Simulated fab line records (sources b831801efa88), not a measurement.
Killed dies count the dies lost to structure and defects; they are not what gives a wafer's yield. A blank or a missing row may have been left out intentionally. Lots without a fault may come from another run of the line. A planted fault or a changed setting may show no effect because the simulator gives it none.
Struck lot and sound lot, side by side ; flow gf180mcu ; 14 steps out of a route of 602
Sound: the wafers L717.1, L717.3, L717.6. Wafers L738.2, L738.3, L738.5 were the ones struck. At the end, the cause is stated.
Each step with rows lists, per side, the tool, then ch with its chambers, then its first start. Under that, the readings that differ: sound wafers ; struck wafers ; difference of the means ; sigmas: that difference in standard deviations of wafers without a fault.
alike: readings with means less than 2 such deviations apart, plus words and numbers identical on both sides. not compared: withheld readings, readings lacking a value on some wafer, bounds such as >300 that could conceal the same value, and numbers that have no deviation in the record and whose values overlap.
The two part at a step that has a row with sigmas, a row that says differs or no value, or rows on one side only. Non-overlapping numbers with no deviation appear without sigmas and do not part them. A reading missing from all wafers of one side parts the sides only when that side holds two or more wafers.

GF_VT_IMPLANT_RS_MEAS_48: uses a four-point probe to measure.
  sound on film_metro-01, day 7 16:02; struck on film_metro-03, day 13 11:56
  alike: LVPWELL_RS
GF_VT_IMPLANT_RS_MEAS_49: uses a four-point probe to measure.
  sound on film_metro-01, day 7 16:09; struck on film_metro-03, day 13 12:04
  alike: MVPSD_RS
then, 4 steps without rows for these wafers: GF_VT_IMPLANT_WET_ETCH_50 (etches SiO2 in dHF, target depth 20 nm, time 400 s); GF_DUAL_GATE_CLEAN_00 (cleans in SC1/SC2, time 150 s); GF_DUAL_GATE_CLEAN_01 (cleans in dHF, time 20 s); GF_DUAL_GATE_OXIDATION_02 (stabilise 600 s, purge 300 s, target thk 10.887 nm).
GF_DUAL_GATE_THK_MEAS_03:
  sound on film_metro-04, day 7 18:32; struck on film_metro-01, day 13 13:48
  alike: DUAL_GATE_OXIDATION_00_THK
then, 5 steps without rows for these wafers: GF_DUAL_GATE_DEHYDRATE_04 (time 60 s); GF_DUAL_GATE_HMDS_05 (prime time 60 s); GF_DUAL_GATE_COAT_06 (resist thk 1000 nm); GF_DUAL_GATE_SOFTBAKE_07 (time 60 s); GF_DUAL_GATE_EXPOSE_08 (exposes mask Dualgate, target cd 700 nm).
GF_DUAL_GATE_PEB_09:
  sound on litho_track-04 ch 0, day 8 10:34; struck on litho_track-03, day 14 10:01
reading;sound;struck;difference;sigmas
exhaust_pa (Pa);43.8 44.8 46.3;- - -;no value on the struck wafers;
  not compared: chill_plate_temp_C
then, 1 step without rows for these wafers: GF_DUAL_GATE_DEVELOP_10 (develop time 60 s).

## WHERE THEY PART
Within this record, at GF_DUAL_GATE_PEB_09 only.

WHY: what the simulator had put in
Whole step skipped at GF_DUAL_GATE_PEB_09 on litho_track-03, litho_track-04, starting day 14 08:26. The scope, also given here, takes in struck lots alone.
